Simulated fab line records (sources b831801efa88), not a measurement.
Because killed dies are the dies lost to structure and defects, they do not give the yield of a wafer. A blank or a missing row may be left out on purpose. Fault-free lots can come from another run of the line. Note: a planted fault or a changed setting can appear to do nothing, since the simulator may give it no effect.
A lot that was struck, set against a sound lot    flow sky130    23 out of 708 route steps
Sound: the wafers L462.3, L462.4, L462.5. Wafers L471.2, L471.3, L471.5 were the ones struck. The cause is given at the end.
Each step with rows lists, per side, the tool, then ch with its chambers, then its first start. Under that, the readings that differ: sound wafers    struck wafers    difference of the means    sigmas: that difference in standard deviations of wafers without a fault.
alike: readings whose means differ by less than 2 such deviations, and words and numbers that are the same on both sides. not compared: withheld readings, readings that some wafer has no value for, bounds like >300 that may hide the same value, and numbers for which the record gives no deviation and whose values overlap.
Wherever a step has rows on one side only, a row that says differs or no value, or a row with sigmas, the two part there. Numbers that have no deviation but don't overlap get no sigmas and don't part them. Lack of a reading on every wafer of one side parts them only where that side has two or more wafers.

first, 6 steps without rows for these wafers: SKY_METAL5_HMDS_08 (prime time 60 s); SKY_METAL5_COAT_09 (resist thk 1800 nm); SKY_METAL5_SOFTBAKE_10 (time 60 s); SKY_METAL5_EXPOSE_11 (exposes mask MM5, target cd 1600 nm); SKY_METAL5_PEB_12; SKY_METAL5_DEVELOP_13 (develop time 60 s).
SKY_METAL5_DESCUM_14: chemistry O2, time 11 s.
  sound on rieMetal-02 ch 0,1, day 45 04:45; struck on rieMetal-01 ch 0,1, day 46 21:56
  alike: chamberPressureMTorr, drypumpMotorCurrentA, oesProductAu
  not compared: rfHoursCounterH
SKY_METAL5_METAL_ETCH_15: etches the open film in Cl2/BCl3, stops on SiO2, target depth 1260 nm, time 252 s.
  sound on rieMetal-02 ch 0,1, day 45 04:51; struck on rieMetal-01 ch 0,1, day 46 21:58
  alike: biasW, chamberPressureMTorr, drypumpMotorCurrentA, oesProductAu, throttleValvePct
  not compared: rfHoursCounterH
SKY_METAL5_STRIP_16: strips in O2/N2.
  sound on plasmaAsher-02 ch 0,1, day 45 05:02; struck on plasmaAsher-04 ch 0,1, day 46 22:12
  alike: chamberPressureMTorr, drypumpMotorCurrentA, oesProductAu, stripTimeToEndpointS
  not compared: rfHoursCounterH
then, 3 steps without rows for these wafers: SKY_METAL5_STRIP_17 (strips in post etch residue remover, time 1200 s); SKY_METAL5_CLEAN_18 (cleans in IPA, time 180 s); SKY_METAL5_CLEAN_19 (cleans in O3/DIW).
SKY_PASSIVATION_CVD_00: deposits SiO2, target thk 90 nm.
  sound on pecvd-04 ch 0,1,2, day 45 05:36; struck on pecvd-04 ch 0,2, day 46 22:50
  no value came back on the struck wafers for heaterPowerOuterW (W), heaterPowerW (W); on the sound wafers heaterPowerOuterW (W) reads 472 430 456
SKY_PASSIVATION_CVD_02: deposits Si3N4, target thk 540 nm.
  sound on pecvd-01 ch 0,1,2, day 45 05:41; struck on pecvd-02 ch 1,2, day 46 22:55
  alike: heaterPowerOuterW, heaterPowerW
then, 7 steps without rows for these wafers: SKY_PASSIVATION_DEHYDRATE_04 (time 60 s); SKY_PASSIVATION_HMDS_05 (prime time 60 s); SKY_PASSIVATION_COAT_06 (resist thk 3000 nm); SKY_PASSIVATION_SOFTBAKE_07; SKY_PASSIVATION_EXPOSE_08 (exposes mask NSM, target cd 3000 nm); SKY_PASSIVATION_PEB_09; SKY_PASSIVATION_DEVELOP_10 (develop time 60 s).
SKY_PASSIVATION_ETCH_11: etches the open film in CF4/O2, stops on AlCu, target depth 725 nm, time 161.1 s.
  sound on rieDiel-02 ch 1,2,3, day 46 03:17; struck on rieDiel-02 ch 0,3, day 47 18:08
  alike: biasW, chamberPressureMTorr, drypumpMotorCurrentA, oesProductAu, throttleValvePct
  not compared: rfHoursCounterH, model.etch.depthNm, model.PASSIVATION.featureDepthNm
SKY_PASSIVATION_STRIP_12: strips in O2/N2.
  sound on plasmaAsher-03 ch 0,1, day 46 03:25; struck on plasmaAsher-04 ch 0,1, day 47 18:14
  alike: chamberPressureMTorr, drypumpMotorCurrentA, oesProductAu, stripTimeToEndpointS
  not compared: rfHoursCounterH

== WHERE THEY PART ==
SKY_PASSIVATION_CVD_00 only, going by this record. Later steps at which nothing parts them and some readings are alike: SKY_PASSIVATION_CVD_02, SKY_PASSIVATION_ETCH_11, SKY_PASSIVATION_STRIP_12.

WHY: what had been put in by the simulator
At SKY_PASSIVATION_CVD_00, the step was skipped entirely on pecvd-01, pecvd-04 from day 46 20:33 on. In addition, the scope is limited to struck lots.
